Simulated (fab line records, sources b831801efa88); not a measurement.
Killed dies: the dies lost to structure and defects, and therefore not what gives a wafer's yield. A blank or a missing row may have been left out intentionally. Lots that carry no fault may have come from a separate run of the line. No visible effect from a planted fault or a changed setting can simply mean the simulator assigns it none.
fab line records / flow sfq_line
record: lots: 7 wafers: 21 last_day: 87
route steps=325 shown I4@176 JJ@178
lots that met no fault: from a run of the same line without faults
start_h: hours from the record's first day to the start of the lot's first wafer shown / wait_h: time in hours since the lot's previous step / " unchanged from the row above / L1.1+2: a row that stands for several wafers / - value missing, or start not given / * or withheld: withheld / < > ~ a bound
route shown NAME@n: a module of which the file shows steps, and the number in the route of the first / usual: the fault-free wafers' mean and standard deviation / same: alike in all rows / chamber/n: place in a boat / sites: readings site by site / _std_site: standard deviation across them / _edge_site: mean of outer sites minus mean of inner sites / radius_mm: how far each site lies from the wafer's centre / mask NAME#n: copy n / behind: the tool/chamber that last shaped the wafer / hold: the reason the lot was held/the length of the hold in hours/how it ended / device: transistor that didn't switch, given as n, p or np / end of line: at the end of the route, the tests of the same wafers / a step without rows: its recipe alone / killed: dies that structure and defects cost at the first sort, which is not the same as the wafer's yield / map: dies across one wafer; x = killed, . = not, _ = none there
set.NAME: setting as actually run; set.NAME@STEP: the setting as run at that earlier step / model.NAME: the simulator's own value behind a step, which no gauge read
lots seen at some steps along the route; tables by step, rows by wafer
services: the hour from which a tool's chamber was out of use, counted from the record's first day as start_h (under 0 if before that day), plus the number of hours and why
== steps ==
step: SFQ_TRILAYER_I4_VIA_STRIP_STRIP_107
recipe: gas: O2 power_w: 200 platen_temp_c: 40 overash_fraction: 0.65 chemistry: O2 pressure_mtorr: 50
usual: drypump_motor_current_A: 5.60/0.23 he_backside_leak_sccm: 3.28/0.24 oes_product_au: 1.000/0.0089
same: overash_fraction: 0.65
lot.wafer=L122.4 tool=rie_metal-01 chamber=0 start_h=1008.62 wait_h=- drypump_motor_current_A=5.23 he_backside_leak_sccm=3.29 oes_product_au=1.001 rf_hours_counter_h=-
lot.wafer=L122.5 tool=rie_metal-01 chamber=0 start_h=1008.62 wait_h=- drypump_motor_current_A=5.21 he_backside_leak_sccm=3.31 oes_product_au=1.000 rf_hours_counter_h=-
lot.wafer=L122.6 tool=rie_metal-01 chamber=0 start_h=1008.62 wait_h=- drypump_motor_current_A=5.23 he_backside_leak_sccm=3.43 oes_product_au=1.004 rf_hours_counter_h=-
lot.wafer=L123.3 tool=rie_metal-01 chamber=0 start_h=1086.58 wait_h=- drypump_motor_current_A=5.18 he_backside_leak_sccm=3.13 oes_product_au=0.992 rf_hours_counter_h=-
lot.wafer=L123.4 tool=rie_metal-01 chamber=0 start_h=1086.58 wait_h=- drypump_motor_current_A=5.21 he_backside_leak_sccm=3.20 oes_product_au=1.001 rf_hours_counter_h=-
lot.wafer=L123.5 tool=rie_metal-01 chamber=0 start_h=1086.58 wait_h=- drypump_motor_current_A=5.20 he_backside_leak_sccm=3.25 oes_product_au=0.995 rf_hours_counter_h=-
lot.wafer=L124.3 tool=rie_metal-01 chamber=0 start_h=1094.78 wait_h=- drypump_motor_current_A=5.21 he_backside_leak_sccm=3.40 oes_product_au=0.994 rf_hours_counter_h=-
lot.wafer=L124.5 tool=rie_metal-01 chamber=0 start_h=1094.78 wait_h=- drypump_motor_current_A=5.22 he_backside_leak_sccm=3.43 oes_product_au=0.999 rf_hours_counter_h=-
lot.wafer=L124.6 tool=rie_metal-01 chamber=1 start_h=1094.78 wait_h=- drypump_motor_current_A=6.00 he_backside_leak_sccm=3.06 oes_product_au=1.013 rf_hours_counter_h=-
lot.wafer=L125.1 tool=rie_metal-02 chamber=1 start_h=1098.18 wait_h=- drypump_motor_current_A=5.76 he_backside_leak_sccm=3.65 oes_product_au=1.010 rf_hours_counter_h=32
lot.wafer=L125.2 tool=rie_metal-02 chamber=0 start_h=1098.18 wait_h=- drypump_motor_current_A=5.58 he_backside_leak_sccm=3.10 oes_product_au=0.989 rf_hours_counter_h=115
lot.wafer=L125.6 tool=rie_metal-02 chamber=1 start_h=1098.18 wait_h=- drypump_motor_current_A=5.76 he_backside_leak_sccm=3.90 oes_product_au=1.009 rf_hours_counter_h=-
lot.wafer=L128.2 tool=rie_metal-02 chamber=1 start_h=1218.69 wait_h=- drypump_motor_current_A=5.76 he_backside_leak_sccm=4.04 oes_product_au=1.012 rf_hours_counter_h=-
lot.wafer=L128.3 tool=rie_metal-02 chamber=1 start_h=1218.69 wait_h=- drypump_motor_current_A=5.75 he_backside_leak_sccm=4.02 oes_product_au=1.021 rf_hours_counter_h=-
lot.wafer=L128.4 tool=rie_metal-02 chamber=1 start_h=1218.69 wait_h=- drypump_motor_current_A=5.77 he_backside_leak_sccm=4.07 oes_product_au=1.018 rf_hours_counter_h=-
lot.wafer=L130.2 tool=rie_metal-01 chamber=0 start_h=1243.69 wait_h=- drypump_motor_current_A=5.16 he_backside_leak_sccm=3.16 oes_product_au=0.999 rf_hours_counter_h=8
lot.wafer=L130.5 tool=rie_metal-01 chamber=0 start_h=1243.69 wait_h=- drypump_motor_current_A=5.21 he_backside_leak_sccm=3.16 oes_product_au=0.996 rf_hours_counter_h=-
lot.wafer=L130.6 tool=rie_metal-01 chamber=1 start_h=1243.69 wait_h=- drypump_motor_current_A=5.96 he_backside_leak_sccm=3.09 oes_product_au=0.991 rf_hours_counter_h=-
lot.wafer=L144.2 tool=rie_metal-01 chamber=0 start_h=1381.45 wait_h=- drypump_motor_current_A=5.22 he_backside_leak_sccm=3.24 oes_product_au=1.009 rf_hours_counter_h=31
lot.wafer=L144.4 tool=rie_metal-01 chamber=0 start_h=1381.45 wait_h=- drypump_motor_current_A=5.25 he_backside_leak_sccm=3.34 oes_product_au=1.005 rf_hours_counter_h=-
lot.wafer=L144.6 tool=rie_metal-01 chamber=0 start_h=1381.45 wait_h=- drypump_motor_current_A=5.22 he_backside_leak_sccm=3.13 oes_product_au=1.004 rf_hours_counter_h=-
step: SFQ_TRILAYER_I4_VIA_STRIP_SOLV_CLEAN_108
recipe: chemistry: NMP temp_c: 70 time_s: 600
step: SFQ_TRILAYER_JJ_TRILAYER_DEP_PRE_CLEAN_113
recipe: gas: Ar time_s: 22.5 bias_v: 250
step: SFQ_TRILAYER_JJ_TRILAYER_DEP_SPUTTER_109
recipe: material: Nb base_pressure_pa: 1.33e-06 chamber_pressure_pa: 0.1333 substrate_temp_c: 20 target_thk_nm: 150 power_w: 2000 time_s: 100
usual: throttle_valve_pct: 30.1/0.61
lot.wafer=L122.4 tool=pvd_sputter-03 chamber=- start_h=1009.43 wait_h=0.0 throttle_valve_pct=30.3
lot.wafer=L122.5 tool=pvd_sputter-03 chamber=- start_h=1009.43 wait_h=0.0 throttle_valve_pct=30.7
lot.wafer=L122.6 tool=pvd_sputter-03 chamber=- start_h=1009.43 wait_h=0.0 throttle_valve_pct=30.4
lot.wafer=L123.3 tool=pvd_sputter-03 chamber=- start_h=1087.58 wait_h=0.0 throttle_valve_pct=30.0
lot.wafer=L123.4 tool=pvd_sputter-03 chamber=- start_h=1087.58 wait_h=0.0 throttle_valve_pct=30.8
lot.wafer=L123.5 tool=pvd_sputter-03 chamber=- start_h=1087.58 wait_h=0.0 throttle_valve_pct=30.9
lot.wafer=L124.3 tool=pvd_sputter-04 chamber=- start_h=1095.38 wait_h=0.0 throttle_valve_pct=30.4
lot.wafer=L124.5 tool=pvd_sputter-04 chamber=- start_h=1095.38 wait_h=0.0 throttle_valve_pct=30.6
lot.wafer=L124.6 tool=pvd_sputter-04 chamber=- start_h=1095.38 wait_h=0.0 throttle_valve_pct=29.2
lot.wafer=L125.1 tool=pvd_sputter-05 chamber=- start_h=1098.98 wait_h=0.0 throttle_valve_pct=29.5
lot.wafer=L125.2 tool=pvd_sputter-05 chamber=- start_h=1098.98 wait_h=0.0 throttle_valve_pct=30.3
lot.wafer=L125.6 tool=pvd_sputter-05 chamber=- start_h=1098.98 wait_h=0.0 throttle_valve_pct=29.5
lot.wafer=L128.2 tool=pvd_sputter-05 chamber=- start_h=1220.07 wait_h=0.0 throttle_valve_pct=29.3
lot.wafer=L128.3 tool=pvd_sputter-05 chamber=- start_h=1220.07 wait_h=0.0 throttle_valve_pct=30.3
lot.wafer=L128.4 tool=pvd_sputter-05 chamber=- start_h=1220.07 wait_h=0.0 throttle_valve_pct=30.3
lot.wafer=L130.2 tool=pvd_sputter-05 chamber=- start_h=1244.49 wait_h=0.0 throttle_valve_pct=30.1
lot.wafer=L130.5 tool=pvd_sputter-05 chamber=- start_h=1244.49 wait_h=0.0 throttle_valve_pct=29.7
lot.wafer=L130.6 tool=pvd_sputter-05 chamber=- start_h=1244.49 wait_h=0.0 throttle_valve_pct=29.7
lot.wafer=L144.2 tool=pvd_sputter-03 chamber=- start_h=1382.27 wait_h=0.0 throttle_valve_pct=31.2
lot.wafer=L144.4 tool=pvd_sputter-03 chamber=- start_h=1382.27 wait_h=0.0 throttle_valve_pct=30.1
lot.wafer=L144.6 tool=pvd_sputter-03 chamber=- start_h=1382.27 wait_h=0.0 throttle_valve_pct=31.0
step: SFQ_TRILAYER_JJ_TRILAYER_DEP_SPUTTER_110
recipe: material: Al base_pressure_pa: 1.33e-06 target_thk_nm: 8 power_w: 500 time_s: 10 chamber_pressure_pa: 0.4
usual: throttle_valve_pct: 30.1/0.62
lot.wafer=L122.4 tool=pvd_sputter-03 chamber=- start_h=1009.50 wait_h=0.0 throttle_valve_pct=30.3
lot.wafer=L122.5 tool=pvd_sputter-03 chamber=- start_h=1009.50 wait_h=0.0 throttle_valve_pct=31.0
lot.wafer=L122.6 tool=pvd_sputter-03 chamber=- start_h=1009.50 wait_h=0.0 throttle_valve_pct=30.2
lot.wafer=L123.3 tool=pvd_sputter-03 chamber=- start_h=1087.66 wait_h=0.0 throttle_valve_pct=30.4
lot.wafer=L123.4 tool=pvd_sputter-03 chamber=- start_h=1087.66 wait_h=0.0 throttle_valve_pct=30.9
lot.wafer=L123.5 tool=pvd_sputter-03 chamber=- start_h=1087.66 wait_h=0.0 throttle_valve_pct=31.0
lot.wafer=L124.3 tool=pvd_sputter-04 chamber=- start_h=1095.46 wait_h=0.0 throttle_valve_pct=30.5
lot.wafer=L124.5 tool=pvd_sputter-04 chamber=- start_h=1095.46 wait_h=0.0 throttle_valve_pct=30.7
lot.wafer=L124.6 tool=pvd_sputter-04 chamber=- start_h=1095.46 wait_h=0.0 throttle_valve_pct=29.2
lot.wafer=L125.1 tool=pvd_sputter-05 chamber=- start_h=1099.06 wait_h=0.0 throttle_valve_pct=29.5
lot.wafer=L125.2 tool=pvd_sputter-05 chamber=- start_h=1099.06 wait_h=0.0 throttle_valve_pct=30.5
lot.wafer=L125.6 tool=pvd_sputter-05 chamber=- start_h=1099.06 wait_h=0.0 throttle_valve_pct=29.5
lot.wafer=L128.2 tool=pvd_sputter-05 chamber=- start_h=1220.14 wait_h=0.0 throttle_valve_pct=29.6
lot.wafer=L128.3 tool=pvd_sputter-05 chamber=- start_h=1220.14 wait_h=0.0 throttle_valve_pct=30.0
lot.wafer=L128.4 tool=pvd_sputter-05 chamber=- start_h=1220.14 wait_h=0.0 throttle_valve_pct=30.1
lot.wafer=L130.2 tool=pvd_sputter-05 chamber=- start_h=1244.57 wait_h=0.0 throttle_valve_pct=30.0
lot.wafer=L130.5 tool=pvd_sputter-05 chamber=- start_h=1244.57 wait_h=0.0 throttle_valve_pct=29.5
lot.wafer=L130.6 tool=pvd_sputter-05 chamber=- start_h=1244.57 wait_h=0.0 throttle_valve_pct=29.3
lot.wafer=L144.2 tool=pvd_sputter-03 chamber=- start_h=1382.34 wait_h=0.0 throttle_valve_pct=31.0
lot.wafer=L144.4 tool=pvd_sputter-03 chamber=- start_h=1382.34 wait_h=0.0 throttle_valve_pct=30.2
lot.wafer=L144.6 tool=pvd_sputter-03 chamber=- start_h=1382.34 wait_h=0.0 throttle_valve_pct=30.8
step: SFQ_TRILAYER_JJ_TRILAYER_DEP_AL_OXIDATION_111
recipe: pressure_mbar: 0.014667 oxidation_time_s: 600 temperature_k: 293
step: SFQ_TRILAYER_JJ_TRILAYER_DEP_SPUTTER_112
recipe: material: Nb base_pressure_pa: 1.33e-06 chamber_pressure_pa: 0.1333 substrate_temp_c: 20 target_thk_nm: 170 power_w: 2000 time_s: 113.3
usual: throttle_valve_pct: 30.1/0.61
lot.wafer=L122.4 tool=pvd_sputter-03 chamber=- start_h=1010.52 wait_h=0.5 throttle_valve_pct=30.4
lot.wafer=L122.5 tool=pvd_sputter-03 chamber=- start_h=1010.52 wait_h=0.5 throttle_valve_pct=31.1
lot.wafer=L122.6 tool=pvd_sputter-03 chamber=- start_h=1010.52 wait_h=0.5 throttle_valve_pct=30.1
lot.wafer=L123.3 tool=pvd_sputter-03 chamber=- start_h=1088.68 wait_h=0.5 throttle_valve_pct=30.0
lot.wafer=L123.4 tool=pvd_sputter-03 chamber=- start_h=1088.68 wait_h=0.5 throttle_valve_pct=30.9
lot.wafer=L123.5 tool=pvd_sputter-03 chamber=- start_h=1088.68 wait_h=0.5 throttle_valve_pct=30.8
lot.wafer=L124.3 tool=pvd_sputter-04 chamber=- start_h=1096.48 wait_h=0.5 throttle_valve_pct=30.5
lot.wafer=L124.5 tool=pvd_sputter-04 chamber=- start_h=1096.48 wait_h=0.5 throttle_valve_pct=30.9
lot.wafer=L124.6 tool=pvd_sputter-04 chamber=- start_h=1096.48 wait_h=0.5 throttle_valve_pct=29.0
lot.wafer=L125.1 tool=pvd_sputter-05 chamber=- start_h=1100.08 wait_h=0.5 throttle_valve_pct=29.3
lot.wafer=L125.2 tool=pvd_sputter-05 chamber=- start_h=1100.08 wait_h=0.5 throttle_valve_pct=30.3
lot.wafer=L125.6 tool=pvd_sputter-05 chamber=- start_h=1100.08 wait_h=0.5 throttle_valve_pct=29.7
lot.wafer=L128.2 tool=pvd_sputter-05 chamber=- start_h=1221.16 wait_h=0.5 throttle_valve_pct=29.5
lot.wafer=L128.3 tool=pvd_sputter-05 chamber=- start_h=1221.16 wait_h=0.5 throttle_valve_pct=30.1
lot.wafer=L128.4 tool=pvd_sputter-05 chamber=- start_h=1221.16 wait_h=0.5 throttle_valve_pct=30.3
lot.wafer=L130.2 tool=pvd_sputter-05 chamber=- start_h=1245.59 wait_h=0.5 throttle_valve_pct=30.0
lot.wafer=L130.5 tool=pvd_sputter-05 chamber=- start_h=1245.59 wait_h=0.5 throttle_valve_pct=29.8
lot.wafer=L130.6 tool=pvd_sputter-05 chamber=- start_h=1245.59 wait_h=0.5 throttle_valve_pct=29.6
lot.wafer=L144.2 tool=pvd_sputter-03 chamber=- start_h=1383.37 wait_h=0.5 throttle_valve_pct=31.2
lot.wafer=L144.4 tool=pvd_sputter-03 chamber=- start_h=1383.37 wait_h=0.5 throttle_valve_pct=30.5
lot.wafer=L144.6 tool=pvd_sputter-03 chamber=- start_h=1383.37 wait_h=0.5 throttle_valve_pct=30.8
step: SFQ_JJ_RS_MEAS_929
recipe: thk_meas_gauge: four-point-probe reads: Nb_of_TRILAYER_JJ_TRILAYER_DEP_SPUTTER_112
usual: JJ_NB_RS: 1.047/0.01
lot.wafer=L122.4 tool=film_metro-01 chamber=- start_h=1010.66 wait_h=0.1 JJ_NB_RS[ohm/sq]=1.053
lot.wafer=L122.5 tool=film_metro-01 chamber=- start_h=1010.66 wait_h=0.1 JJ_NB_RS[ohm/sq]=1.035
lot.wafer=L122.6 tool=film_metro-01 chamber=- start_h=1010.66 wait_h=0.1 JJ_NB_RS[ohm/sq]=1.035
lot.wafer=L123.3 tool=film_metro-03 chamber=- start_h=1088.80 wait_h=0.1 JJ_NB_RS[ohm/sq]=1.045
lot.wafer=L123.4 tool=film_metro-03 chamber=- start_h=1088.80 wait_h=0.1 JJ_NB_RS[ohm/sq]=1.048
lot.wafer=L123.5 tool=film_metro-03 chamber=- start_h=1088.80 wait_h=0.1 JJ_NB_RS[ohm/sq]=1.050
lot.wafer=L124.3 tool=film_metro-04 chamber=- start_h=1096.60 wait_h=0.1 JJ_NB_RS[ohm/sq]=1.038
lot.wafer=L124.5 tool=film_metro-04 chamber=- start_h=1096.60 wait_h=0.1 JJ_NB_RS[ohm/sq]=1.047
lot.wafer=L124.6 tool=film_metro-04 chamber=- start_h=1096.60 wait_h=0.1 JJ_NB_RS[ohm/sq]=1.037
lot.wafer=L125.1 tool=film_metro-03 chamber=- start_h=1100.16 wait_h=0.0 JJ_NB_RS[ohm/sq]=1.059
lot.wafer=L125.2 tool=film_metro-03 chamber=- start_h=1100.16 wait_h=0.0 JJ_NB_RS[ohm/sq]=1.050
lot.wafer=L125.6 tool=film_metro-03 chamber=- start_h=1100.16 wait_h=0.0 JJ_NB_RS[ohm/sq]=1.046
lot.wafer=L128.2 tool=film_metro-04 chamber=- start_h=1221.26 wait_h=0.1 JJ_NB_RS[ohm/sq]=1.060
lot.wafer=L128.3 tool=film_metro-04 chamber=- start_h=1221.26 wait_h=0.1 JJ_NB_RS[ohm/sq]=1.043
lot.wafer=L128.4 tool=film_metro-04 chamber=- start_h=1221.26 wait_h=0.1 JJ_NB_RS[ohm/sq]=1.045
lot.wafer=L130.2 tool=film_metro-04 chamber=- start_h=1245.69 wait_h=0.1 JJ_NB_RS[ohm/sq]=1.034
lot.wafer=L130.5 tool=film_metro-04 chamber=- start_h=1245.69 wait_h=0.1 JJ_NB_RS[ohm/sq]=1.054
lot.wafer=L130.6 tool=film_metro-04 chamber=- start_h=1245.69 wait_h=0.1 JJ_NB_RS[ohm/sq]=1.060
lot.wafer=L144.2 tool=film_metro-01 chamber=- start_h=1383.47 wait_h=0.1 JJ_NB_RS[ohm/sq]=1.040
lot.wafer=L144.4 tool=film_metro-01 chamber=- start_h=1383.47 wait_h=0.1 JJ_NB_RS[ohm/sq]=1.040
lot.wafer=L144.6 tool=film_metro-01 chamber=- start_h=1383.47 wait_h=0.1 JJ_NB_RS[ohm/sq]=1.034
step: SFQ_TRILAYER_JJ_CE_LITHO_COAT_119
recipe: resist: BARC spin_rpm: 3000 resist_thk_nm: 62
step: SFQ_TRILAYER_JJ_CE_LITHO_COAT_114
recipe: resist: KrF spin_rpm: 3000 resist_thk_nm: 600
step: SFQ_TRILAYER_JJ_CE_LITHO_SOFTBAKE_118
recipe: temp_c: withheld time_s: withheld resist: KrF
step: SFQ_TRILAYER_JJ_CE_LITHO_EXPOSE_115
recipe: mask_id: J5 na: 0.6 source_shape: conventional sigma_outer: 0.65 target_cd_nm: 700 dose_mj: 14.4
usual: reticle_temp_C: 23.01/0.13
lot.wafer=L122.4 tool=krf_scanner-01 chamber=0 start_h=1013.81 wait_h=- mask=J5#0 reticle_temp_C=23.02 model.JJ.overlay_x_nm=3.018
lot.wafer=L122.5 tool=krf_scanner-01 chamber=0 start_h=1013.81 wait_h=- mask=J5#0 reticle_temp_C=22.99 model.JJ.overlay_x_nm=3.018
lot.wafer=L122.6 tool=krf_scanner-01 chamber=0 start_h=1013.81 wait_h=- mask=J5#0 reticle_temp_C=23.02 model.JJ.overlay_x_nm=3.018
lot.wafer=L123.3 tool=krf_scanner-01 chamber=0 start_h=1105.39 wait_h=- mask=J5#0 reticle_temp_C=23.17 model.JJ.overlay_x_nm=193.3
lot.wafer=L123.4 tool=krf_scanner-01 chamber=0 start_h=1105.39 wait_h=- mask=J5#0 reticle_temp_C=23.20 model.JJ.overlay_x_nm=193.3
lot.wafer=L123.5 tool=krf_scanner-01 chamber=0 start_h=1105.39 wait_h=- mask=J5#0 reticle_temp_C=23.04 model.JJ.overlay_x_nm=193.3
lot.wafer=L124.3 tool=krf_scanner-01 chamber=0 start_h=1106.59 wait_h=- mask=J5#0 reticle_temp_C=23.14 model.JJ.overlay_x_nm=192.9
lot.wafer=L124.5 tool=krf_scanner-01 chamber=0 start_h=1106.59 wait_h=- mask=J5#0 reticle_temp_C=23.29 model.JJ.overlay_x_nm=192.9
lot.wafer=L124.6 tool=krf_scanner-01 chamber=0 start_h=1106.59 wait_h=- mask=J5#0 reticle_temp_C=23.22 model.JJ.overlay_x_nm=192.9
lot.wafer=L125.1 tool=krf_scanner-01 chamber=0 start_h=1107.39 wait_h=- mask=J5#0 reticle_temp_C=22.91 model.JJ.overlay_x_nm=190.8
lot.wafer=L125.2 tool=krf_scanner-01 chamber=0 start_h=1107.39 wait_h=- mask=J5#0 reticle_temp_C=22.92 model.JJ.overlay_x_nm=190.8
lot.wafer=L125.6 tool=krf_scanner-01 chamber=0 start_h=1107.39 wait_h=- mask=J5#0 reticle_temp_C=22.89 model.JJ.overlay_x_nm=190.8
lot.wafer=L128.2 tool=krf_scanner-02 chamber=0 start_h=1222.37 wait_h=- mask=J5#0 reticle_temp_C=22.95 model.JJ.overlay_x_nm=4.772
lot.wafer=L128.3 tool=krf_scanner-02 chamber=0 start_h=1222.37 wait_h=- mask=J5#0 reticle_temp_C=22.86 model.JJ.overlay_x_nm=4.772
lot.wafer=L128.4 tool=krf_scanner-02 chamber=0 start_h=1222.37 wait_h=- mask=J5#0 reticle_temp_C=22.97 model.JJ.overlay_x_nm=4.772
lot.wafer=L130.2 tool=krf_scanner-02 chamber=0 start_h=1255.71 wait_h=- mask=J5#0 reticle_temp_C=22.96 model.JJ.overlay_x_nm=-5.168
lot.wafer=L130.5 tool=krf_scanner-02 chamber=0 start_h=1255.71 wait_h=- mask=J5#0 reticle_temp_C=22.98 model.JJ.overlay_x_nm=-5.168
lot.wafer=L130.6 tool=krf_scanner-02 chamber=0 start_h=1255.71 wait_h=- mask=J5#0 reticle_temp_C=22.88 model.JJ.overlay_x_nm=-5.168
lot.wafer=L144.2 tool=krf_scanner-02 chamber=0 start_h=1384.74 wait_h=- mask=J5#0 reticle_temp_C=22.96 model.JJ.overlay_x_nm=3.409
lot.wafer=L144.4 tool=krf_scanner-02 chamber=0 start_h=1384.74 wait_h=- mask=J5#0 reticle_temp_C=23.07 model.JJ.overlay_x_nm=3.409
lot.wafer=L144.6 tool=krf_scanner-02 chamber=0 start_h=1384.74 wait_h=- mask=J5#0 reticle_temp_C=23.13 model.JJ.overlay_x_nm=3.409
step: SFQ_TRILAYER_JJ_CE_LITHO_PEB_117
recipe: peb_temp_c: 115 peb_time_s: 60 resist: KrF
step: SFQ_TRILAYER_JJ_CE_LITHO_DEVELOP_116
recipe: time_s: 60 resist: KrF
step: SFQ_JJ_OVL_MEAS_931
usual: J5_OVL: -1/4.2
lot.wafer=L122.4 tool=overlay-02 chamber=- start_h=1014.73 wait_h=0.1 J5_OVL[nm]=4
lot.wafer=L122.5 tool=overlay-02 chamber=- start_h=1014.73 wait_h=0.1 J5_OVL[nm]=9
lot.wafer=L122.6 tool=overlay-02 chamber=- start_h=1014.73 wait_h=0.1 J5_OVL[nm]=0
lot.wafer=L123.3 tool=overlay-01 chamber=- start_h=1106.50 wait_h=0.1 J5_OVL[nm]=195
lot.wafer=L123.4 tool=overlay-01 chamber=- start_h=1106.50 wait_h=0.1 J5_OVL[nm]=193
lot.wafer=L123.5 tool=overlay-01 chamber=- start_h=1106.50 wait_h=0.1 J5_OVL[nm]=191
lot.wafer=L124.3 tool=overlay-01 chamber=- start_h=1107.70 wait_h=0.1 J5_OVL[nm]=188
lot.wafer=L124.5 tool=overlay-01 chamber=- start_h=1107.70 wait_h=0.1 J5_OVL[nm]=194
lot.wafer=L124.6 tool=overlay-01 chamber=- start_h=1107.70 wait_h=0.1 J5_OVL[nm]=191
lot.wafer=L125.1 tool=overlay-01 chamber=- start_h=1108.89 wait_h=0.1 J5_OVL[nm]=191
lot.wafer=L125.2 tool=overlay-01 chamber=- start_h=1108.89 wait_h=0.1 J5_OVL[nm]=193
lot.wafer=L125.6 tool=overlay-01 chamber=- start_h=1108.89 wait_h=0.1 J5_OVL[nm]=196
lot.wafer=L128.2 tool=overlay-02 chamber=- start_h=1223.68 wait_h=0.1 J5_OVL[nm]=6
lot.wafer=L128.3 tool=overlay-02 chamber=- start_h=1223.68 wait_h=0.1 J5_OVL[nm]=0
lot.wafer=L128.4 tool=overlay-02 chamber=- start_h=1223.68 wait_h=0.1 J5_OVL[nm]=4
lot.wafer=L130.2 tool=overlay-02 chamber=- start_h=1257.01 wait_h=0.1 J5_OVL[nm]=-4
lot.wafer=L130.5 tool=overlay-02 chamber=- start_h=1257.01 wait_h=0.1 J5_OVL[nm]=-4
lot.wafer=L130.6 tool=overlay-02 chamber=- start_h=1257.01 wait_h=0.1 J5_OVL[nm]=-2
lot.wafer=L144.2 tool=overlay-01 chamber=- start_h=1386.04 wait_h=0.1 J5_OVL[nm]=-1
lot.wafer=L144.4 tool=overlay-01 chamber=- start_h=1386.04 wait_h=0.1 J5_OVL[nm]=-2
lot.wafer=L144.6 tool=overlay-01 chamber=- start_h=1386.04 wait_h=0.1 J5_OVL[nm]=1
step: SFQ_TRILAYER_JJ_CE_METRO_MEASURE_117
usual: cd_nm: 699.8/1.4
lot.wafer=L122.4 tool=cd_sem-02 chamber=- start_h=1015.35 wait_h=0.6 cd_nm=701.0
lot.wafer=L122.5 tool=cd_sem-02 chamber=- start_h=1015.35 wait_h=0.6 cd_nm=701.7
lot.wafer=L122.6 tool=cd_sem-02 chamber=- start_h=1015.35 wait_h=0.6 cd_nm=700.9
lot.wafer=L123.3 tool=cd_sem-01 chamber=- start_h=1106.93 wait_h=0.4 cd_nm=700.8
lot.wafer=L123.4 tool=cd_sem-01 chamber=- start_h=1106.93 wait_h=0.4 cd_nm=700.3
lot.wafer=L123.5 tool=cd_sem-01 chamber=- start_h=1106.93 wait_h=0.4 cd_nm=699.8
lot.wafer=L124.3 tool=cd_sem-02 chamber=- start_h=1108.13 wait_h=0.4 cd_nm=698.1
lot.wafer=L124.5 tool=cd_sem-02 chamber=- start_h=1108.13 wait_h=0.4 cd_nm=697.4
lot.wafer=L124.6 tool=cd_sem-02 chamber=- start_h=1108.13 wait_h=0.4 cd_nm=699.7
lot.wafer=L125.1 tool=cd_sem-01 chamber=- start_h=1108.93 wait_h=0.0 cd_nm=698.8
lot.wafer=L125.2 tool=cd_sem-01 chamber=- start_h=1108.93 wait_h=0.0 cd_nm=699.3
lot.wafer=L125.6 tool=cd_sem-01 chamber=- start_h=1108.93 wait_h=0.0 cd_nm=700.7
lot.wafer=L128.2 tool=cd_sem-02 chamber=- start_h=1223.91 wait_h=0.2 cd_nm=698.4
lot.wafer=L128.3 tool=cd_sem-02 chamber=- start_h=1223.91 wait_h=0.2 cd_nm=695.8
lot.wafer=L128.4 tool=cd_sem-02 chamber=- start_h=1223.91 wait_h=0.2 cd_nm=697.3
lot.wafer=L130.2 tool=cd_sem-02 chamber=- start_h=1257.24 wait_h=0.2 cd_nm=700.3
lot.wafer=L130.5 tool=cd_sem-02 chamber=- start_h=1257.24 wait_h=0.2 cd_nm=701.3
lot.wafer=L130.6 tool=cd_sem-02 chamber=- start_h=1257.24 wait_h=0.2 cd_nm=700.6
lot.wafer=L144.2 tool=cd_sem-02 chamber=- start_h=1386.27 wait_h=0.2 cd_nm=699.9
lot.wafer=L144.4 tool=cd_sem-02 chamber=- start_h=1386.27 wait_h=0.2 cd_nm=699.7
lot.wafer=L144.6 tool=cd_sem-02 chamber=- start_h=1386.27 wait_h=0.2 cd_nm=698.6
== services ==
tool=krf_scanner-01 chamber=- start_h=985.61 hours=1.0 kind=pm
tool=rie_metal-01 chamber=1 start_h=996.87 hours=20.7 kind=repair
tool=cd_sem-02 chamber=- start_h=1017.09 hours=4.8 kind=repair
tool=cd_sem-02 chamber=- start_h=1021.94 hours=0.2 kind=pm
tool=pvd_sputter-05 chamber=- start_h=1026.93 hours=9.9 kind=repair
tool=cd_sem-02 chamber=- start_h=1063.53 hours=9.7 kind=pm
tool=cd_sem-02 chamber=- start_h=1084.04 hours=0.5 kind=pm
tool=rie_metal-01 chamber=- start_h=1115.71 hours=0.1 kind=repair
tool=pvd_sputter-05 chamber=- start_h=1119.42 hours=13.2 kind=repair
tool=cd_sem-02 chamber=- start_h=1133.69 hours=0.7 kind=pm
tool=pvd_sputter-03 chamber=- start_h=1157.55 hours=2.3 kind=repair
tool=pvd_sputter-03 chamber=- start_h=1158.26 hours=3.1 kind=repair
tool=pvd_sputter-05 chamber=- start_h=1168.91 hours=9.6 kind=repair
tool=pvd_sputter-05 chamber=- start_h=1200.09 hours=2.7 kind=repair
tool=cd_sem-02 chamber=- start_h=1201.18 hours=1.1 kind=pm
tool=pvd_sputter-03 chamber=- start_h=1237.27 hours=8.5 kind=repair
tool=rie_metal-01 chamber=- start_h=1241.57 hours=1.2 kind=repair
tool=cd_sem-02 chamber=- start_h=1249.94 hours=1.2 kind=pm
tool=cd_sem-02 chamber=- start_h=1268.04 hours=0.6 kind=pm
tool=cd_sem-02 chamber=- start_h=1317.69 hours=0.5 kind=pm
tool=pvd_sputter-03 chamber=- start_h=1322.08 hours=4.7 kind=repair
tool=rie_metal-01 chamber=- start_h=1330.73 hours=0.8 kind=repair
tool=rie_metal-01 chamber=0 start_h=1364.01 hours=4.2 kind=repair
tool=cd_sem-02 chamber=- start_h=1385.18 hours=0.5 kind=pm
== key ==
first_sign: step: SFQ_JJ_OVL_MEAS_931 reading: J5_OVL direction: up sigmas: 46 usual: -1 struck: 193
effect none on later readings
model_effect: step: SFQ_TRILAYER_JJ_CE_LITHO_EXPOSE_115 value: JJ.overlay_x_nm without: -3.307 struck: 192.3
met_at SFQ_TRILAYER_JJ_CE_LITHO_EXPOSE_115
struck_wafers L123.3,L123.4,L123.5,L124.3,L124.5,L124.6,L125.1,L125.2,L125.6
onset_between 1013.81 1105.39
fault: kind: scanner_matching_overlay tool: krf_scanner-01 chamber: - onset_h: 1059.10 steps: SFQ_TRILAYER_JJ_CE_LITHO_EXPOSE_115 offset: 195.65
